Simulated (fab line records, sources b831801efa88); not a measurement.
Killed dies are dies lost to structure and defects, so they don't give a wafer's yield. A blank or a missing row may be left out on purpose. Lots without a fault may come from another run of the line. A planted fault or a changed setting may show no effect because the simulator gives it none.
A struck lot beside a sound one | flow sky130 | 19 steps out of a route of 708
Sound: wafers L843.2, L843.4, L843.6. Struck: wafers L857.1, L857.2, L857.3. The cause comes at the end.
At each step with rows: each side's tool, then ch and its chambers, then its first start. Under that, the readings that differ: sound wafers | struck wafers | difference of the means | sigmas: that difference in standard deviations of wafers without a fault.
alike: readings whose means differ by less than 2 such deviations, and words and numbers that are the same on both sides. not compared: withheld readings, readings that some wafer has no value for, bounds like >300 that may hide the same value, and numbers for which the record gives no deviation and whose values overlap.
The two part at a step that has a row with sigmas, a row that says differs or no value, or rows on one side only. Numbers that don't overlap but have no deviation are shown without sigmas and don't part them. A reading that every wafer of one side lacks parts them only if that side has two wafers or more.

SKY_POLY_GATE_CD_MEAS_22:
  sound on cd_sem-02, day 16 17:29; struck on cd_sem-01, day 21 10:27
  alike: cd_nm
then, 7 steps without rows for these wafers: SKY_LDD_N_DEHYDRATE_00 (time 60 s); SKY_LDD_N_HMDS_01 (prime time 60 s); SKY_LDD_N_COAT_02 (resist thk 300 nm); SKY_LDD_N_SOFTBAKE_03 (time 60 s); SKY_LDD_N_EXPOSE_04 (exposes mask NTM, target cd 840 nm); SKY_LDD_N_PEB_05; SKY_LDD_N_DEVELOP_06 (develop time 60 s).
SKY_LDD_N_OVL_MEAS_07:
  sound on overlay-02, day 17 22:06; struck on overlay-01, day 22 17:20
  alike: LDD_N_OVL
then, 3 steps without rows for these wafers: SKY_LDD_N_IMPLANT_08; SKY_LDD_N_IMPLANT_09; SKY_LDD_N_IMPLANT_10.
SKY_LDD_N_IMPLANT_11:
  sound on implanter-03 ch 0, day 17 22:36; struck on implanter-03, day 22 17:50
  no value came back on the struck wafers for beam_energy_keV, beam_on_s (s), rotation_deg (degrees); on the sound wafers beam_energy_keV reads 19.996 20.000 19.993
then, 4 steps without rows for these wafers: SKY_LDD_N_IMPLANT_12; SKY_LDD_N_IMPLANT_13; SKY_LDD_N_IMPLANT_14; SKY_LDD_N_IMPLANT_15.
SKY_LDD_N_STRIP_16: strips in O2/N2.
  sound on plasma_asher-04 ch 0, day 17 23:20; struck on plasma_asher-02 ch 0,1, day 22 18:35
  reading                      | sound             | struck            | difference | sigmas
  strip_time_to_endpoint_s (s) | 4.323 4.326 4.305 | 4.118 4.130 4.121 | -0.195     | -12
  alike: drypump_motor_current_A, oes_product_au
  not compared: rf_hours_counter_h
SKY_LDD_N_TW_MEAS_17:
  sound on film_metro-04, day 17 23:26; struck on film_metro-01, day 22 18:41
  reading  | sound          | struck         | difference | sigmas
  LDD_N_TW | 2581 2602 2587 | 2451 2457 2451 | -137       | -10

WHERE THEY PART
First at SKY_LDD_N_IMPLANT_11; last, within this record, at SKY_LDD_N_TW_MEAS_17.

WHY: what the simulator had put in
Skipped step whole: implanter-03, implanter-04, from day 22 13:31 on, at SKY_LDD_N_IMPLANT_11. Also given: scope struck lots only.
